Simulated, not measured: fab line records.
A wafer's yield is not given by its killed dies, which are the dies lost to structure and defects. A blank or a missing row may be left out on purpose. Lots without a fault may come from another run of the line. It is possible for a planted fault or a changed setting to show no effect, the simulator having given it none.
Which of the tools did it? / flow sky130 / 39 wafers from 13 lots sampled at 3 of the route's 708 steps

WHAT THE GAUGES SHOWED, per wafer
The record lacks any reading of a measuring or inspecting step that a usual standard deviation could be used to judge.

EACH LOT AND THE TOOL THAT RAN IT (in order: tool; ch and the chambers of the sampled wafers; start)
lot=L449; SKY_VIA2_ETCH_15=rie diel-02 ch 0,3, day 36 08:34; SKY_VIA2_STRIP_16=plasma asher-02 ch 0,1, day 36 08:37; SKY_PAD_OPEN_PROBE_99=-
lot=L450; SKY_VIA2_ETCH_15=rie diel-03 ch 2,3, day 36 14:16; SKY_VIA2_STRIP_16=plasma asher-01 ch 0,1, day 36 14:22; SKY_PAD_OPEN_PROBE_99=-
lot=L451; SKY_VIA2_ETCH_15=rie diel-03 ch 0,2, day 37 03:05; SKY_VIA2_STRIP_16=plasma asher-01 ch 0,1, day 37 03:09; SKY_PAD_OPEN_PROBE_99=-
lot=L453; SKY_VIA2_ETCH_15=rie diel-02 ch 0,1,3, day 37 15:13; SKY_VIA2_STRIP_16=plasma asher-01 ch 0,1, day 37 15:16; SKY_PAD_OPEN_PROBE_99=prober-02, day 46 20:40
lot=L455; SKY_VIA2_ETCH_15=rie diel-03 ch 0,1,3, day 38 03:20; SKY_VIA2_STRIP_16=plasma asher-03 ch 0,1, day 38 03:24; SKY_PAD_OPEN_PROBE_99=-
lot=L454; SKY_VIA2_ETCH_15=rie diel-02 ch 0,2,3, day 38 05:07; SKY_VIA2_STRIP_16=plasma asher-03 ch 0,1, day 38 05:11; SKY_PAD_OPEN_PROBE_99=-
lot=L458; SKY_VIA2_ETCH_15=rie diel-04 ch 0,2,3, day 39 07:22; SKY_VIA2_STRIP_16=plasma asher-01 ch 0, day 39 07:26; SKY_PAD_OPEN_PROBE_99=-
lot=L461; SKY_VIA2_ETCH_15=rie diel-02 ch 0,1,2, day 40 01:10; SKY_VIA2_STRIP_16=plasma asher-02 ch 0, day 40 01:14; SKY_PAD_OPEN_PROBE_99=prober-02, day 48 17:31
lot=L466; SKY_VIA2_ETCH_15=rie diel-03 ch 0,2, day 41 19:07; SKY_VIA2_STRIP_16=plasma asher-02 ch 0, day 41 19:11; SKY_PAD_OPEN_PROBE_99=-
lot=L469; SKY_VIA2_ETCH_15=rie diel-03 ch 1,2,3, day 42 07:13; SKY_VIA2_STRIP_16=plasma asher-02 ch 0,1, day 42 07:17; SKY_PAD_OPEN_PROBE_99=-
lot=L470; SKY_VIA2_ETCH_15=rie diel-04 ch 1,2, day 42 14:28; SKY_VIA2_STRIP_16=plasma asher-02 ch 0,1, day 42 14:31; SKY_PAD_OPEN_PROBE_99=-
lot=L471; SKY_VIA2_ETCH_15=rie diel-03 ch 0,2,3, day 42 22:38; SKY_VIA2_STRIP_16=plasma asher-02 ch 0,1, day 42 22:42; SKY_PAD_OPEN_PROBE_99=-
lot=L472; SKY_VIA2_ETCH_15=rie diel-04 ch 1,2,3, day 43 02:20; SKY_VIA2_STRIP_16=plasma asher-01 ch 0,1, day 43 02:24; SKY_PAD_OPEN_PROBE_99=-
- SKY_VIA2_ETCH_15: etches SiO2 in C4F8/O2/Ar, stops on TiN, target depth 546 nm, time 84 s.
- SKY_VIA2_STRIP_16: strips in O2/N2.
- SKY_PAD_OPEN_PROBE_99

AS READ BY THE TOOLS THEMSELVES (means over the sampled wafers that have a number; for cases with no such wafer, the mark the record gives instead)
SKY_VIA2_ETCH_15.
lot=L449; tool=rie diel-02; oes product au (a.u.)=0.939
lot=L450; tool=rie diel-03; oes product au (a.u.)=0.941
lot=L451; tool=rie diel-03; oes product au (a.u.)=0.945
lot=L453; tool=rie diel-02; oes product au (a.u.)=0.943
lot=L455; tool=rie diel-03; oes product au (a.u.)=0.941
lot=L454; tool=rie diel-02; oes product au (a.u.)=0.938
lot=L458; tool=rie diel-04; oes product au (a.u.)=0.944
lot=L461; tool=rie diel-02; oes product au (a.u.)=0.857
lot=L466; tool=rie diel-03; oes product au (a.u.)=0.942
lot=L469; tool=rie diel-03; oes product au (a.u.)=0.942
lot=L470; tool=rie diel-04; oes product au (a.u.)=0.939
lot=L471; tool=rie diel-03; oes product au (a.u.)=0.940
lot=L472; tool=rie diel-04; oes product au (a.u.)=0.942

SKY_VIA2_STRIP_16.
lot=L449; tool=plasma asher-02; drypump motor current A (A)=6.2; n2 flow sccm (sccm)=300.3; o2 flow sccm (sccm)=3002; oes product au (a.u.)=0.398; strip time to endpoint s (s)=4.046
lot=L450; tool=plasma asher-01; drypump motor current A (A)=5.4; n2 flow sccm (sccm)=299.9; o2 flow sccm (sccm)=3000; oes product au (a.u.)=0.398; strip time to endpoint s (s)=4.051
lot=L451; tool=plasma asher-01; drypump motor current A (A)=5.6; n2 flow sccm (sccm)=300.3; o2 flow sccm (sccm)=3006; oes product au (a.u.)=0.404; strip time to endpoint s (s)=4.050
lot=L453; tool=plasma asher-01; drypump motor current A (A)=5.4; n2 flow sccm (sccm)=299.8; o2 flow sccm (sccm)=3003; oes product au (a.u.)=0.399; strip time to endpoint s (s)=4.035
lot=L455; tool=plasma asher-03; drypump motor current A (A)=5.9; n2 flow sccm (sccm)=299.9; o2 flow sccm (sccm)=2999; oes product au (a.u.)=0.400; strip time to endpoint s (s)=4.057
lot=L454; tool=plasma asher-03; drypump motor current A (A)=5.9; n2 flow sccm (sccm)=300.6; o2 flow sccm (sccm)=2994; oes product au (a.u.)=0.400; strip time to endpoint s (s)=4.025
lot=L458; tool=plasma asher-01; drypump motor current A (A)=5.3; n2 flow sccm (sccm)=299.1; o2 flow sccm (sccm)=3002; oes product au (a.u.)=0.404; strip time to endpoint s (s)=4.070
lot=L461; tool=plasma asher-02; drypump motor current A (A)=6.6; n2 flow sccm (sccm)=300.4; o2 flow sccm (sccm)=3005; oes product au (a.u.)=0.406; strip time to endpoint s (s)=4.250
lot=L466; tool=plasma asher-02; drypump motor current A (A)=6.6; n2 flow sccm (sccm)=300.4; o2 flow sccm (sccm)=3004; oes product au (a.u.)=0.396; strip time to endpoint s (s)=4.037
lot=L469; tool=plasma asher-02; drypump motor current A (A)=6.2; n2 flow sccm (sccm)=299.7; o2 flow sccm (sccm)=2999; oes product au (a.u.)=0.394; strip time to endpoint s (s)=4.043
lot=L470; tool=plasma asher-02; drypump motor current A (A)=6.2; n2 flow sccm (sccm)=299.8; o2 flow sccm (sccm)=2997; oes product au (a.u.)=0.400; strip time to endpoint s (s)=4.046
lot=L471; tool=plasma asher-02; drypump motor current A (A)=6.2; n2 flow sccm (sccm)=299.7; o2 flow sccm (sccm)=3006; oes product au (a.u.)=0.398; strip time to endpoint s (s)=4.035
lot=L472; tool=plasma asher-01; drypump motor current A (A)=5.4; n2 flow sccm (sccm)=299.7; o2 flow sccm (sccm)=3003; oes product au (a.u.)=0.398; strip time to endpoint s (s)=4.057

SKY_PAD_OPEN_PROBE_99.
lot=L453; tool=prober-02; defect limited yield (%)=83.1; killed_at_M0_to_M3=40; killed_at_M4_up=3.0; killed at contacts=26; killed at front end=14; killed at other=0.0; killed dies=83; killed on rim=17; killed open=42; killed short=40; sort_bin_3_pad_short (%)=0.5; sort_bin_5_function (%)=10.2; sort_bin_6_memory (%)=6.2; sort n pass=409; sort yield pct (%)=83.1
lot=L461; tool=prober-02; defect limited yield (%)=53.9; killed_at_M0_to_M3=185; killed_at_M4_up=2.7; killed at contacts=25; killed at front end=14; killed at other=0.7; killed dies=227; killed on rim=44; killed open=49; killed short=44; sort_bin_3_pad_short (%)=0.8; sort_bin_5_function (%)=39.5; sort_bin_6_memory (%)=5.8; sort n pass=265; sort yield pct (%)=53.9

THE ANSWER, worked out from the rows above alone
Rule: the lots themselves supply what counts as usual. The widest of any qualifying gaps counts: lots, ordered by their means at a reading, are off when they make up no more than a third of the lots, leave a main group of 4 or more, and stand apart from it by 3 or more times the standard deviation of that group's means. A main group whose means are all the same, to the digits that the tables above print for the reading, isn't used. Also off: a lot with no number at a reading for which 4 or more lots have one. Where the step has rows for the other lots, those lots are counted as sound. After the gauges, taken in route order, come the tools' own readings; for these a lot's mean is taken, as printed above. The first step at which some lot is off is used, and at that step the reading that is off furthest; a lot without a number counts as furthest.
Off: L461, at SKY_VIA2_ETCH_15 (oes product au). The main group has a mean of 0.941 a.u. with a standard deviation of 0.002.
A tool fits if, at that step or a process step before it, it ran every lot that is off, and no sound lot after the first of them. One fits: SKY_VIA2_ETCH_15 on rie diel-02. A fault onset in the window from L454 (day 38 05:07, its last sound lot) to L461 (day 40 01:10, its first lot off) fits.
On the lots that are off, the tool's own readings at SKY_VIA2_ETCH_15 differ by more than 5 times the standard deviation of the sound lots' means, which bears it out; oes product au reads 0.857 a.u. there versus 0.941 a.u. on the sound lots.

WHAT THE SIMULATOR HAD INSERTED
rie diel-02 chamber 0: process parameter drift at SKY_VIA2_ETCH_15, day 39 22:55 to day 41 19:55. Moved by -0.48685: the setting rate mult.
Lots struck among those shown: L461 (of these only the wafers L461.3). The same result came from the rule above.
